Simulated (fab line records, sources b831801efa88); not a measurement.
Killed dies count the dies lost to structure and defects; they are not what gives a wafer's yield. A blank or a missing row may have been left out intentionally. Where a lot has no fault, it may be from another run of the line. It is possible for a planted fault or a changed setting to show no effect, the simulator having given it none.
Which tool did it? + flow sky130 + 9 lots, 27 wafers sampled, at 5 steps of a route of 708

== WHAT THE GAUGES SHOWED, per wafer ==
SKY_CAPM_RS_MEAS_03: measurement is done with a four-point probe. Usual: CAPM_TIN_RS gives 6.97 ohm/sq (standard deviation 0.08).
| lot  | measured     | on            | CAPM_TIN_RS (ohm/sq) | flag |
|------|--------------|---------------|----------------------|------|
| L316 | day 36 23:42 | film metro-04 | 6.91 6.97 7.04       |      |
| L317 | day 37 02:16 | film metro-01 | 7.08 6.99 6.98       |      |
| L319 | day 38 00:48 | film metro-01 | 7.13 7.03 7.05       |      |
| L325 | day 39 15:44 | film metro-03 | 7.00 6.97 7.11       |      |
| L332 | day 40 23:56 | film metro-01 | 6.85 6.83 6.81       |      |
| L333 | day 41 03:20 | film metro-01 | 7.01 7.00 6.54       |      |
| L335 | day 41 21:07 | film metro-04 | 6.99 6.99 6.54       |      |
| L336 | day 42 01:29 | film metro-03 | 6.88 6.86 6.89       |      |
| L339 | day 42 22:25 | film metro-01 | 7.00 6.93 6.89       |      |

SKY_CAPM_THK_MEAS_04: measures by xrf. Usual: CAPM_TIN_THK gives 198.7 nm (standard deviation 2.3).
| lot  | measured     | on            | CAPM_TIN_THK (nm) | flag |
|------|--------------|---------------|-------------------|------|
| L316 | day 36 23:49 | film metro-04 | 200.5 199.1 197.7 |      |
| L317 | day 37 02:22 | film metro-01 | 196.0 198.1 197.5 |      |
| L319 | day 38 00:54 | film metro-01 | 194.5 197.2 197.1 |      |
| L325 | day 39 15:50 | film metro-03 | 197.4 199.1 195.2 |      |
| L332 | day 41 00:02 | film metro-01 | 201.5 201.3 201.8 |      |
| L333 | day 41 03:28 | film metro-01 | 196.5 195.8 211.1 |      |
| L335 | day 41 21:14 | film metro-04 | 199.6 199.4 212.2 |      |
| L336 | day 42 01:36 | film metro-03 | 200.7 201.0 200.4 |      |
| L339 | day 42 22:32 | film metro-01 | 199.4 200.7 201.7 |      |

== EACH LOT AND THE TOOL THAT RAN IT (in order: tool; ch and the chambers of the sampled wafers; start) ==
| lot  | SKY_VIA2_CMP_24               | SKY_METAL3_SPUTTER_02        | SKY_CAPM_SPUTTER_02          |
|------|-------------------------------|------------------------------|------------------------------|
| L316 | cmp-01 ch 0,3, day 36 23:03   | pvd sputter-02, day 36 23:24 | pvd sputter-01, day 36 23:35 |
| L317 | cmp-02 ch 0,3, day 37 01:35   | pvd sputter-03, day 37 01:56 | pvd sputter-04, day 37 02:08 |
| L319 | cmp-02 ch 1,3, day 38 00:07   | pvd sputter-03, day 38 00:28 | pvd sputter-04, day 38 00:39 |
| L325 | cmp-01 ch 0,1,3, day 39 15:10 | pvd sputter-03, day 39 15:25 | pvd sputter-04, day 39 15:36 |
| L332 | cmp-02 ch 1,3, day 40 23:19   | pvd sputter-03, day 40 23:37 | pvd sputter-01, day 40 23:48 |
| L333 | cmp-02 ch 0,1,3, day 41 02:41 | pvd sputter-03, day 41 03:02 | pvd sputter-04, day 41 03:14 |
| L335 | cmp-01 ch 1,2,3, day 41 20:28 | pvd sputter-02, day 41 20:49 | pvd sputter-04, day 41 21:00 |
| L336 | cmp-01 ch 0,1,2, day 42 00:55 | pvd sputter-03, day 42 01:10 | pvd sputter-02, day 42 01:22 |
| L339 | cmp-01 ch 1,2,3, day 42 21:46 | pvd sputter-01, day 42 22:06 | pvd sputter-02, day 42 22:18 |
- SKY_VIA2_CMP_24: polishes, stops on SiO2, t overpolish 20 s, target thk 0 nm.
- SKY_METAL3_SPUTTER_02: material AlCu, target thk 735 nm, time 39.1 s.
- SKY_CAPM_SPUTTER_02: material TiN, target thk 200 nm, time 166.7 s.

== WHAT THE TOOLS THEMSELVES READ (means of the sampled wafers that have a number; where no wafer has one, the mark that the record gives instead) ==
SKY_VIA2_CMP_24. Usual: motor current A 10.9 A, standard deviation 1.1; overpolish run s 20.001 s, standard deviation 0.0092; time to endpoint s 100 s, standard deviation 5.3.
| lot  | tool   | motor current A (A) | overpolish run s (s) | time to endpoint s (s) | flag |
|------|--------|---------------------|----------------------|------------------------|------|
| L316 | cmp-01 | 9.8                 | 20.001               | 103                    |      |
| L317 | cmp-02 | 11.5                | 19.995               | 99                     |      |
| L319 | cmp-02 | 12.1                | 20.001               | 94                     |      |
| L325 | cmp-01 | 10.1                | 20.009               | 101                    |      |
| L332 | cmp-02 | 11.4                | 20.000               | 95                     |      |
| L333 | cmp-02 | 11.1                | 19.994               | 97                     |      |
| L335 | cmp-01 | 10.1                | 19.998               | 105                    |      |
| L336 | cmp-01 | 10.1                | 19.999               | 103                    |      |
| L339 | cmp-01 | 10.3                | 19.996               | 96                     |      |

SKY_METAL3_SPUTTER_02. Usual: throttle valve pct at 30.0 %, with a standard deviation of 1.1.
| lot  | tool           | throttle valve pct (%) | flag |
|------|----------------|------------------------|------|
| L316 | pvd sputter-02 | 31.9                   |      |
| L317 | pvd sputter-03 | 28.4                   |      |
| L319 | pvd sputter-03 | 30.2                   |      |
| L325 | pvd sputter-03 | 30.3                   |      |
| L332 | pvd sputter-03 | 29.6                   |      |
| L333 | pvd sputter-03 | 29.6                   |      |
| L335 | pvd sputter-02 | 31.0                   |      |
| L336 | pvd sputter-03 | 29.2                   |      |
| L339 | pvd sputter-01 | 29.5                   |      |

SKY_CAPM_SPUTTER_02. Usual: throttle valve pct at 29.9 %, with a standard deviation of 1.3.
| lot  | tool           | throttle valve pct (%) | flag |
|------|----------------|------------------------|------|
| L316 | pvd sputter-01 | 29.8                   |      |
| L317 | pvd sputter-04 | 29.0                   |      |
| L319 | pvd sputter-04 | 29.4                   |      |
| L325 | pvd sputter-04 | 29.4                   |      |
| L332 | pvd sputter-01 | 30.0                   |      |
| L333 | pvd sputter-04 | 29.0                   |      |
| L335 | pvd sputter-04 | 30.4                   |      |
| L336 | pvd sputter-02 | 31.4                   |      |
| L339 | pvd sputter-02 | 31.9                   |      |

== THE ANSWER, worked out from the rows above alone ==
Rule: a lot is off if the mean of its wafers that have a number lies more than 3 standard deviations from the usual mean. Also off: a lot with no number at a reading for which 4 or more lots have one. Where the step has rows for the other lots, those lots are counted as sound. First the gauges in route order, then the tools' own readings, where a lot's mean is used as printed above. At the first step where some lot is off, the reading lying furthest off is the one used; lots without a number count as furthest.
No lot is off on any of the readings shown, so nothing can be concluded from this.

== WHAT THE SIMULATOR HAD PUT IN ==
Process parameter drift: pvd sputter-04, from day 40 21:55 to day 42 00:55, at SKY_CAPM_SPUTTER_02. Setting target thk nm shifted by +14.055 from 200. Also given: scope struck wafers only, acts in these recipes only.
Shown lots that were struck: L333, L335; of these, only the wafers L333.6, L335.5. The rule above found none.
